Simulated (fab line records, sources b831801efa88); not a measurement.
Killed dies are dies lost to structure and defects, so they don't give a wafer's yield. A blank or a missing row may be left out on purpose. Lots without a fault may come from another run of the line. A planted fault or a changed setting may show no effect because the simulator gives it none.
Problem report in the 8D (eight disciplines) form, filled by code | flow gf180mcu | the parts of the form that need people (team, actions taken, sign-off) are left out

1. THE PROBLEM
V3_W_RS at GF_V3_RS_MEAS_24 reads a mean of 0.189 ohm/sq on 2 wafers of 2 lots; wafers without a fault read 0.327 ohm/sq with a standard deviation of 0.0031. That is -45 standard deviations from the usual mean.
The step: measures by four-point-probe.
First seen on wafer L962.3, day 26 23:22, on film_metro-04. The record holds 33 wafers of 11 lots with a number at this step. Rule for "out", or "out of limits": more than 4 standard deviations from the usual mean. The other wafers with a number count as sound.

2. WHAT IT IS AND WHAT IT IS NOT
question                    | is                | is not
which readings at this step | V3_W_RS           | -
which lots                  | L962, L963        | L950, L951, L952, L958, L961, L965, L966, L967, L968
which wafers of those lots  | L962.3, L963.1    | L962.2, L962.4, L963.2, L963.5
read on which gauges        | film_metro-04     | film_metro-01, film_metro-03
when                        | from day 26 23:22 | up to then (17 sound wafers); but 14 sound wafers of L963, L965, L966, L967, L968 came after

3. SUSPECTS, AND WHAT RULES EACH OUT
Counting: a tool at a process step up to the reading stays a suspect if it ran every lot that is out. Sound lots after the first of them don't rule it out here, since some wafers of a struck lot are sound.
- the gauge at GF_V3_RS_MEAS_24: ruled out. All the wafers that are out were read on film_metro-04, but those of them that GF_V3_CMP_26 has rows for are out there too, on other tools.
- cvd_w-01 at GF_V3_CVD_23 (deposits W, target thk 350 nm, time 104.9 s): kept. It ran every lot that is out, first L962 (day 26 23:14); its last sound lot up to then is L961 (day 26 14:37).
Left after counting: cvd_w-01 at GF_V3_CVD_23.

4. THE CAUSE (what the simulator had put in)
Process parameter drift: cvd_w-01, from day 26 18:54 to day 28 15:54, at GF_V3_CVD_23. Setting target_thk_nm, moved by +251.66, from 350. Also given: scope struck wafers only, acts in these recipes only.
Counting left only this tool.

5. THE CHAIN OF EFFECTS, in route order
Each row: a reading whose mean over the struck wafers that have a number lies more than 3 standard deviations from the usual. Only readings for which the record gives a usual standard deviation are gone through. hours: the time from each lot's start at the first step in this table that gives one to its start at this step, as a median over the lots. sigmas: the change in usual standard deviations.
hours | step             | reading            | usual        | on struck wafers | change | sigmas
0     | GF_V3_RS_MEAS_24 | V3_W_RS            | 0.327 ohm/sq | 0.189            | -0.139 | -45
10    | GF_V3_CMP_26     | time_to_endpoint_s | 86 s         | 146              | +60    | +18
The process steps in it:
- GF_V3_CMP_26: polishes, stops on SiO2, t overpolish 15 s, target thk 0 nm.
Later measuring or inspecting steps at which every struck wafer that the step has a row for has a number for every such reading, and none has moved that far: GF_M4_CD_MEAS_14.

6. WHAT WOULD HAVE CAUGHT IT SOONER
In this record the first reading out of limits at a measuring or inspecting step was taken at day 26 23:22, 4 hours after the fault began at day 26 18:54.
Of the tool readings at GF_V3_CVD_23 for which the record gives a usual standard deviation, none was out on any struck wafer, so an alarm limit of 4 standard deviations on them would not have fired.
Of the lots that are out (2), L963 began GF_V3_CVD_23 on cvd_w-01 after day 26 23:22. A hold on the tool at that time would have spared it.
